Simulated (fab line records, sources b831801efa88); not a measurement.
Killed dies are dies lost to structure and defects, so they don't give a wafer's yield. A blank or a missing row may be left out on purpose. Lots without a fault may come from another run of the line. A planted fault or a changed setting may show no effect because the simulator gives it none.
fab line records | flow gf180mcu
record lots=5 wafers=15 last_day=34
route steps=602 shown HV_LDD@204
lots that met no fault: from a run of the same line without faults
start_h: hours from the record's first day to the start of the lot's first wafer shown | wait_h: hours since the lot's step before | " the same as in the row above | L1.1+2: a row that stands for several wafers | - no value, or no start given | * or withheld: withheld | < > ~ a bound
route shown NAME@n: a module of which the file shows steps, and the number in the route of the first | usual: mean/standard deviation of fault-free wafers | same: alike in all rows | chamber/n: place in a boat | sites: the reading at each site | _std_site: their standard deviation | _edge_site: outer sites' mean less inner sites' | radius_mm: how far each site lies from the wafer's centre | mask NAME#n: copy n | behind: the tool/chamber that last shaped the wafer | hold: why the lot was held/for how many hours/how that ended | device: the transistor (n, p or np) that didn't switch | end of line: the same wafers' tests at the end of the route | a step without rows: its recipe alone | killed: dies lost to structure and defects at the first sort, not the wafer's yield | map: a wafer's dies, x killed, . not, _ none there
set.NAME: the setting as run; set.NAME@STEP: as run at that earlier step | model.NAME: the simulator's own value behind a step, which no gauge read
lots at some steps of the route; a table a step, a row a wafer
services: from which hour (start_h, from the record's first day; less than 0 if before it) a tool's chamber was out of use, for how many hours, and why
## steps
# step GF_HV_LDD_EXPOSE_28
# recipe mask_id=Nplus_HV_AREA target_cd_nm=400 na=0.6 source_shape=conventional sigma_outer=0.6 dose_mj=140
# columns lot.wafer tool chamber start_h wait_h mask
L075.1+2+6 iline_stepper-01 0 - - Nplus_HV_AREA#0
L081.2+5+6 iline_stepper-01 0 - - Nplus_HV_AREA#0
L084.2+3+4 iline_stepper-02 0 - - Nplus_HV_AREA#0
L088.3+4+5 iline_stepper-02 0 - - Nplus_HV_AREA#0
L097.3+5+6 iline_stepper-01 0 - - Nplus_HV_AREA#0
# step GF_HV_LDD_PEB_29
# recipe temp_c=withheld time_s=* resist=NOVOLAK
# columns lot.wafer tool chamber start_h wait_h
L075.1+2+6 litho_track-03 0 - -
L081.2+5+6 litho_track-01 0 - -
L084.2+3+4 litho_track-01 0 - -
L088.3+4+5 litho_track-03 0 - -
L097.3+5+6 litho_track-02 0 - -
# step GF_HV_LDD_DEVELOP_30
# recipe develop_time_s=60 dev_temp_c=23
# columns lot.wafer tool chamber start_h wait_h
L075.1+2+6 litho_track-03 0 269.67 0.1
L081.2+5+6 litho_track-01 0 314.09 0.1
L084.2+3+4 litho_track-01 0 335.39 0.1
L088.3+4+5 litho_track-03 0 358.62 0.1
L097.3+5+6 litho_track-02 0 433.71 0.1
# step GF_HV_LDD_CD_MEAS_31
# recipe target_cd_nm=400
# usual cd_nm=400.1/2.5
# columns lot.wafer tool chamber start_h wait_h cd_nm
L075.1 cd_sem-01 - 269.82 0.1 399.4
L075.2 " - " " 400.3
L075.6 " - " " 400.9
L081.2 cd_sem-01 - 314.24 0.1 402.7
L081.5 " - " " 401.1
L081.6 " - " " 402.9
L084.2 cd_sem-02 - 335.54 0.1 398.3
L084.3 " - " " 399.1
L084.4 " - " " 397.2
L088.3 cd_sem-02 - 358.76 0.1 403.2
L088.4 " - " " 404.6
L088.5 " - " " 405.9
L097.3 cd_sem-02 - 433.85 0.1 400.6
L097.5 " - " " 401.8
L097.6 " - " " 402.1
# step GF_HV_LDD_OVL_MEAS_32
# usual HV_LDD_02_OVL=0.2/1.3
# columns lot.wafer tool chamber start_h wait_h HV_LDD_02_OVL[nm]
L075.1 overlay-01 - 269.94 0.1 0.2
L075.2 " - " " 0.6
L075.6 " - " " -1.2
L081.2 overlay-02 - 314.35 0.1 2.7
L081.5 " - " " 2.6
L081.6 " - " " 0.2
L084.2 overlay-01 - 335.65 0.1 -1.3
L084.3 " - " " -1.6
L084.4 " - " " -1.0
L088.3 overlay-01 - 358.85 0.1 -0.1
L088.4 " - " " -1.3
L088.5 " - " " -1.6
L097.3 overlay-01 - 433.95 0.1 -0.9
L097.5 " - " " -0.1
L097.6 " - " " 0.4
# step GF_HV_LDD_IMPLANT_33
# recipe species=P energy_kev=60 dose_cm2=7.5e+12 tilt_deg=30 rotation_deg=0
# usual beam_energy_keV=60.003/0.02 tilt_deg=30.005/0.019
# columns lot.wafer tool chamber start_h wait_h beam_energy_keV tilt_deg
L075.1 implanter-02 0 269.98 0.0 60.022 30.017
L075.2 " 0 " " 60.052 30.027
L075.6 " 0 " " 60.017 30.004
L081.2 implanter-02 0 314.40 0.0 60.015 29.997
L081.5 " 0 " " 60.037 29.988
L081.6 " 0 " " 60.019 30.013
L084.2 implanter-02 0 335.70 0.0 60.013 30.020
L084.3 " 0 " " 59.996 29.990
L084.4 " 0 " " 60.030 30.007
L088.3 implanter-03 0 358.93 0.1 59.991 30.011
L088.4 " 0 " " 60.001 30.004
L088.5 " 0 " " 59.993 30.008
L097.3 implanter-04 0 434.02 0.1 60.021 30.005
L097.5 " 0 " " 60.027 30.029
L097.6 " 0 " " 60.021 30.022
# step GF_HV_LDD_IMPLANT_34
# recipe species=P energy_kev=60 dose_cm2=7.5e+12 tilt_deg=30 rotation_deg=90
# usual beam_energy_keV=60.004/0.018 tilt_deg=29.999/0.02
# columns lot.wafer tool chamber start_h wait_h beam_energy_keV tilt_deg
L075.1 implanter-02 0 270.13 0.1 59.966 29.971
L075.2 " 0 " " 59.965 29.980
L075.6 " 0 " " 59.997 29.977
L081.2 implanter-02 0 314.55 0.1 59.999 29.987
L081.5 " 0 " " 60.000 29.997
L081.6 " 0 " " 59.991 29.959
L084.2 implanter-02 0 335.85 0.1 59.998 29.932
L084.3 " 0 " " 59.978 29.980
L084.4 " 0 " " 60.006 29.958
L088.3 implanter-03 0 359.08 0.1 60.003 30.009
L088.4 " 0 " " 60.011 30.004
L088.5 " 0 " " 60.024 29.973
L097.3 implanter-04 0 434.17 0.1 59.967 29.983
L097.5 " 0 " " 59.958 30.026
L097.6 " 0 " " 60.002 30.040
# step GF_HV_LDD_IMPLANT_35
# recipe species=P energy_kev=60 dose_cm2=7.5e+12 tilt_deg=30 rotation_deg=180
# usual beam_energy_keV=60.000/0.019 tilt_deg=30.000/0.022
# columns lot.wafer tool chamber start_h wait_h beam_energy_keV tilt_deg
L075.1 implanter-02 0 270.28 0.1 60.011 30.014
L075.2 " 0 " " 60.030 30.011
L075.6 " 0 " " 60.004 30.013
L081.2 implanter-02 0 314.70 0.1 60.015 29.993
L081.5 " 0 " " 60.038 29.989
L081.6 " 0 " " 60.012 30.004
L084.2 implanter-02 0 336.00 0.1 59.988 30.001
L084.3 " 0 " " 59.992 30.013
L084.4 " 0 " " 60.011 29.990
L088.3 implanter-03 0 359.23 0.1 60.001 30.016
L088.4 " 0 " " 59.994 30.014
L088.5 " 0 " " 59.997 30.017
L097.3 implanter-04 0 434.32 0.1 59.992 29.965
L097.5 " 0 " " 59.992 30.007
L097.6 " 0 " " 60.009 29.981
# step GF_HV_LDD_IMPLANT_36
# recipe species=P energy_kev=60 dose_cm2=7.5e+12 tilt_deg=30 rotation_deg=270
# usual beam_energy_keV=59.997/0.019 tilt_deg=30.000/0.02
# columns lot.wafer tool chamber start_h wait_h beam_energy_keV tilt_deg
L075.1 implanter-02 0 270.43 0.1 60.021 30.033
L075.2 " 0 " " 59.993 29.980
L075.6 " 0 " " 59.995 30.000
L081.2 implanter-02 0 314.85 0.1 59.994 29.986
L081.5 " 0 " " 60.015 30.008
L081.6 " 0 " " 59.992 29.995
L084.2 implanter-02 0 336.15 0.1 59.978 30.005
L084.3 " 0 " " 59.981 29.984
L084.4 " 0 " " 60.017 29.967
L088.3 implanter-03 0 359.38 0.1 60.015 29.997
L088.4 " 0 " " 59.982 30.002
L088.5 " 0 " " 60.022 29.968
L097.3 implanter-04 0 434.47 0.1 59.997 29.998
L097.5 " 0 " " 59.980 30.012
L097.6 " 0 " " 60.021 29.991
# step GF_HV_LDD_STRIP_37
# recipe chemistry=O2/N2 power_w=1400 pressure_mtorr=1500 platen_temp_c=250 o2_flow_sccm=3000 n2_flow_sccm=300 overash_fraction=0.5
# usual drypump_motor_current_A=5.7/0.37 heater_power_w=339/48 oes_product_au=0.716/0.0047 strip_time_to_endpoint_s=12.64/0.032
# columns lot.wafer tool chamber start_h wait_h drypump_motor_current_A heater_power_w oes_product_au rf_hours_counter_h strip_time_to_endpoint_s
L075.1 plasma_asher-01 0 270.58 0.1 5.9 351 0.720 64 12.64
L075.2 " 1 " " 6.0 302 0.717 64 12.63
L075.6 " 0 " " 5.9 344 0.710 - 12.67
L081.2 plasma_asher-02 0 314.98 0.1 5.7 282 0.707 69 12.60
L081.5 " 0 " " 5.7 284 0.713 - 12.64
L081.6 " 1 " " 5.8 341 0.722 - 12.64
L084.2 plasma_asher-01 1 336.28 0.1 6.1 296 0.705 68 12.68
L084.3 " 1 " " 6.1 295 0.719 - 12.65
L084.4 " 0 " " 6.0 350 0.720 - 12.63
L088.3 plasma_asher-01 1 359.51 0.1 6.0 296 0.715 - 12.61
L088.4 " 0 " " 5.9 356 0.714 - 12.56
L088.5 " 1 " " 6.0 304 0.710 - 12.64
L097.3 plasma_asher-01 0 434.60 0.1 5.9 333 0.716 - 12.68
L097.5 " 0 " " 5.9 337 0.714 - 12.72
L097.6 " 1 " " 6.1 293 0.725 - 12.63
# step GF_HV_LDD_TW_MEAS_38
# usual HV_LDD_3_TW=1433/5.3
# columns lot.wafer tool chamber start_h wait_h HV_LDD_3_TW
L075.1 film_metro-03 - 270.68 0.1 1438
L075.2 " - " " 1432
L075.6 " - " " 1431
L081.2 film_metro-01 - 315.09 0.1 1441
L081.5 " - " " 1435
L081.6 " - " " 1440
L084.2 film_metro-03 - 336.39 0.1 1438
L084.3 " - " " 1431
L084.4 " - " " 1422
L088.3 film_metro-04 - 359.60 0.1 1436
L088.4 " - " " 1431
L088.5 " - " " 1445
L097.3 film_metro-04 - 434.69 0.1 1430
L097.5 " - " " 1421
L097.6 " - " " 1423
# step GF_HV_LDD_DEHYDRATE_39
# recipe temp_c=200 time_s=60
# columns lot.wafer tool chamber start_h wait_h
L075.1+2+6 litho_track-03 0 279.82 9.1
L081.2+5+6 litho_track-01 0 325.29 10.2
L084.2+3+4 litho_track-03 0 346.40 10.0
L088.3+4+5 litho_track-01 0 370.42 10.8
L097.3+5+6 litho_track-01 0 446.07 11.4
# step GF_HV_LDD_HMDS_40
# recipe prime_time_s=60 prime_temp_c=120
# columns lot.wafer tool chamber start_h wait_h
L075.1+2+6 litho_track-03 0 279.97 0.1
L081.2+5+6 litho_track-01 0 325.44 0.1
L084.2+3+4 litho_track-03 0 346.55 0.1
L088.3+4+5 litho_track-01 0 370.57 0.1
L097.3+5+6 litho_track-01 0 446.22 0.1
# step GF_HV_LDD_COAT_41
# recipe resist=NOVOLAK spin_rpm=3000 resist_thk_nm=1000
# columns lot.wafer tool chamber start_h wait_h
L075.1+2+6 litho_track-03 0 280.12 0.1
L081.2+5+6 litho_track-01 0 325.59 0.1
L084.2+3+4 litho_track-03 0 346.70 0.1
L088.3+4+5 litho_track-01 0 370.72 0.1
L097.3+5+6 litho_track-01 0 446.37 0.1
# step GF_HV_LDD_SOFTBAKE_42
# recipe temp_c=90 time_s=60 resist=NOVOLAK
# columns lot.wafer tool chamber start_h wait_h
L075.1+2+6 litho_track-03 0 280.27 0.1
L081.2+5+6 litho_track-01 0 325.74 0.1
L084.2+3+4 litho_track-03 0 346.85 0.1
L088.3+4+5 litho_track-01 0 370.87 0.1
L097.3+5+6 litho_track-01 0 446.52 0.1
# step GF_HV_LDD_EXPOSE_43
# recipe mask_id=Pplus_HV_AREA target_cd_nm=400 na=0.6 source_shape=conventional sigma_outer=0.6 dose_mj=140
# columns lot.wafer tool chamber start_h wait_h mask
L075.1+2+6 iline_stepper-02 0 - - Pplus_HV_AREA#0
L081.2+5+6 iline_stepper-01 0 - - Pplus_HV_AREA#0
L084.2+3+4 iline_stepper-02 0 - - Pplus_HV_AREA#0
L088.3+4+5 iline_stepper-02 0 - - Pplus_HV_AREA#0
L097.3+5+6 iline_stepper-02 0 - - Pplus_HV_AREA#0
# step GF_HV_LDD_PEB_44
# recipe temp_c=withheld time_s=* resist=NOVOLAK
# columns lot.wafer tool chamber start_h wait_h
L075.1+2+6 litho_track-03 0 - -
L081.2+5+6 litho_track-03 0 - -
L084.2+3+4 litho_track-03 0 - -
L088.3+4+5 litho_track-03 0 - -
L097.3+5+6 litho_track-03 0 - -
# step GF_HV_LDD_DEVELOP_45
# recipe develop_time_s=60 dev_temp_c=23
# columns lot.wafer tool chamber start_h wait_h
L075.1+2+6 litho_track-03 0 289.82 0.1
L081.2+5+6 litho_track-03 0 335.75 0.1
L084.2+3+4 litho_track-03 0 357.40 0.1
L088.3+4+5 litho_track-03 0 381.72 0.1
L097.3+5+6 litho_track-03 0 458.67 0.1
# step GF_HV_LDD_CD_MEAS_46
# recipe target_cd_nm=400
# usual cd_nm=400.1/2.1
# columns lot.wafer tool chamber start_h wait_h cd_nm
L075.1 cd_sem-01 - 289.97 0.1 401.3
L075.2 " - " " 400.2
L075.6 " - " " 399.3
L081.2 cd_sem-02 - 335.89 0.1 400.9
L081.5 " - " " 403.1
L081.6 " - " " 399.2
L084.2 cd_sem-02 - 357.54 0.1 402.1
L084.3 " - " " 401.0
L084.4 " - " " 402.1
L088.3 cd_sem-01 - 381.86 0.1 403.8
L088.4 " - " " 401.5
L088.5 " - " " 402.7
L097.3 cd_sem-01 - 458.81 0.1 403.6
L097.5 " - " " 404.0
L097.6 " - " " 401.6
# step GF_HV_LDD_OVL_MEAS_47
# usual HV_LDD_03_OVL=0.2/1.6
# columns lot.wafer tool chamber start_h wait_h HV_LDD_03_OVL[nm]
L075.1 overlay-02 - 290.09 0.1 2.3
L075.2 " - " " 1.7
L075.6 " - " " 3.6
L081.2 overlay-01 - 336.00 0.1 0.1
L081.5 " - " " 2.5
L081.6 " - " " 1.3
L084.2 overlay-02 - 357.65 0.1 0.6
L084.3 " - " " 1.5
L084.4 " - " " 0.5
L088.3 overlay-02 - 381.95 0.1 1.2
L088.4 " - " " -0.8
L088.5 " - " " 0.9
L097.3 overlay-02 - 458.90 0.1 -0.3
L097.5 " - " " 0.2
L097.6 " - " " -0.5
# step GF_HV_LDD_IMPLANT_48
# recipe species=B energy_kev=25 dose_cm2=3e+13 tilt_deg=7
# usual beam_energy_keV=25.000/0.0085 tilt_deg=6.997/0.018
# columns lot.wafer tool chamber start_h wait_h beam_energy_keV tilt_deg
L075.1 implanter-04 0 290.13 0.0 25.001 7.010
L075.2 " 0 " " 25.011 6.991
L075.6 " 0 " " 25.007 6.997
L081.2 implanter-04 0 336.05 0.0 24.997 7.003
L081.5 " 0 " " 25.000 7.003
L081.6 " 0 " " 25.009 6.993
L084.2 implanter-02 0 357.70 0.0 24.997 6.991
L084.3 " 0 " " 25.005 6.989
L084.4 " 0 " " 24.999 7.008
L088.3 implanter-03 0 382.03 0.1 24.988 6.996
L088.4 " 0 " " 25.009 6.997
L088.5 " 0 " " 24.989 7.010
L097.3 implanter-03 0 458.98 0.1 24.986 6.990
L097.5 " 0 " " 24.982 6.990
L097.6 " 0 " " 24.993 7.007
# step GF_HV_LDD_STRIP_49
# recipe chemistry=O2/N2 power_w=1400 pressure_mtorr=1500 platen_temp_c=250 o2_flow_sccm=3000 n2_flow_sccm=300 overash_fraction=0.5
# usual drypump_motor_current_A=5.6/0.34 heater_power_w=342/54 oes_product_au=0.716/0.0045 strip_time_to_endpoint_s=12.63/0.036
# columns lot.wafer tool chamber start_h wait_h drypump_motor_current_A heater_power_w oes_product_au rf_hours_counter_h strip_time_to_endpoint_s
L075.1 plasma_asher-01 1 290.28 0.1 6.0 299 0.710 66 12.71
L075.2 " 0 " " 6.0 341 0.705 66 12.72
L075.6 " 1 " " 6.0 297 0.712 - 12.69
L081.2 plasma_asher-03 1 336.18 0.1 5.4 323 0.725 23 12.61
L081.5 " 1 " " 5.4 323 0.718 - 12.60
L081.6 " 0 " " 5.0 446 0.715 - 12.62
L084.2 plasma_asher-02 0 357.83 0.1 5.7 289 0.719 75 12.62
L084.3 " 0 " " 5.7 281 0.713 - 12.63
L084.4 " 1 " " 5.8 339 0.719 - 12.59
L088.3 plasma_asher-01 1 382.16 0.1 6.0 292 0.713 - 12.70
L088.4 " 0 " " 6.0 347 0.711 - 12.68
L088.5 " 0 " " 5.9 356 0.723 - 12.68
L097.3 plasma_asher-03 1 459.11 0.1 5.4 332 0.716 - 12.59
L097.5 " 0 " " 5.0 448 0.716 - 12.62
L097.6 " 1 " " 5.4 330 0.714 - 12.62
# step GF_HV_LDD_TW_MEAS_50
# usual HV_LDD_4_TW=568.3/2.5
# columns lot.wafer tool chamber start_h wait_h HV_LDD_4_TW
L075.1 film_metro-04 - 290.38 0.1 574.3
L075.2 " - " " 571.5
L075.6 " - " " 573.4
L081.2 film_metro-03 - 336.29 0.1 568.4
L081.5 " - " " 567.9
L081.6 " - " " 564.7
L084.2 film_metro-01 - 357.94 0.1 566.0
L084.3 " - " " 568.0
L084.4 " - " " 568.5
L088.3 film_metro-01 - 382.25 0.1 568.2
L088.4 " - " " 570.8
L088.5 " - " " 569.0
L097.3 film_metro-01 - 459.20 0.1 565.9
L097.5 " - " " 572.0
L097.6 " - " " 570.9
# step GF_HV_LDD_CLEAN_51
# recipe chemistry=SC1/SC2 mix=1:4:20 temp_c=70 time_s=150 dry=n2_spin
# usual temp_c=70.01/0.12
# columns lot.wafer tool chamber start_h wait_h temp_c
L075.1 wet_bench-03 3 290.44 0.1 69.92
L075.2 " 3 " " 70.06
L075.6 " 3 " " 69.87
L081.2 wet_bench-04 0 336.34 0.0 69.91
L081.5 " 0 " " 69.92
L081.6 " 0 " " 69.88
L084.2 wet_bench-02 1 357.99 0.0 70.08
L084.3 " 1 " " 70.02
L084.4 " 1 " " 70.01
L088.3 wet_bench-04 1 382.29 0.0 70.14
L088.4 " 1 " " 70.10
L088.5 " 1 " " 69.97
L097.3 wet_bench-03 2 459.24 0.0 69.90
L097.5 " 2 " " 70.13
L097.6 " 2 " " 69.90
## services
# columns tool chamber start_h hours kind
plasma_asher-02 - 239.30 5.8 repair
wet_bench-02 - 249.82 1.9 pm
iline_stepper-01 - 268.85 1.7 pm
plasma_asher-01 - 294.66 1.0 repair
plasma_asher-01 - 302.50 28.1 pm
implanter-03 - 325.70 2.3 pm
implanter-03 - 326.95 4.0 repair
implanter-03 - 349.52 1.5 repair
iline_stepper-01 - 355.33 28.9 pm
plasma_asher-03 - 357.01 4.4 repair
plasma_asher-01 - 364.35 3.7 repair
iline_stepper-02 0 373.90 - calibration
iline_stepper-01 - 384.22 2.1 pm
iline_stepper-02 - 386.30 2.1 pm
implanter-02 - 386.65 4.6 pm
iline_stepper-02 - 388.39 1.7 pm
implanter-02 - 395.09 2.3 repair
iline_stepper-02 - 403.27 1.7 repair
plasma_asher-03 - 417.15 16.4 repair
plasma_asher-01 - 421.25 9.0 pm
implanter-03 - 424.21 4.4 repair
plasma_asher-01 - 425.45 2.8 repair
wet_bench-02 - 446.75 0.9 repair
iline_stepper-01 - 454.73 2.3 repair
## key
fault none
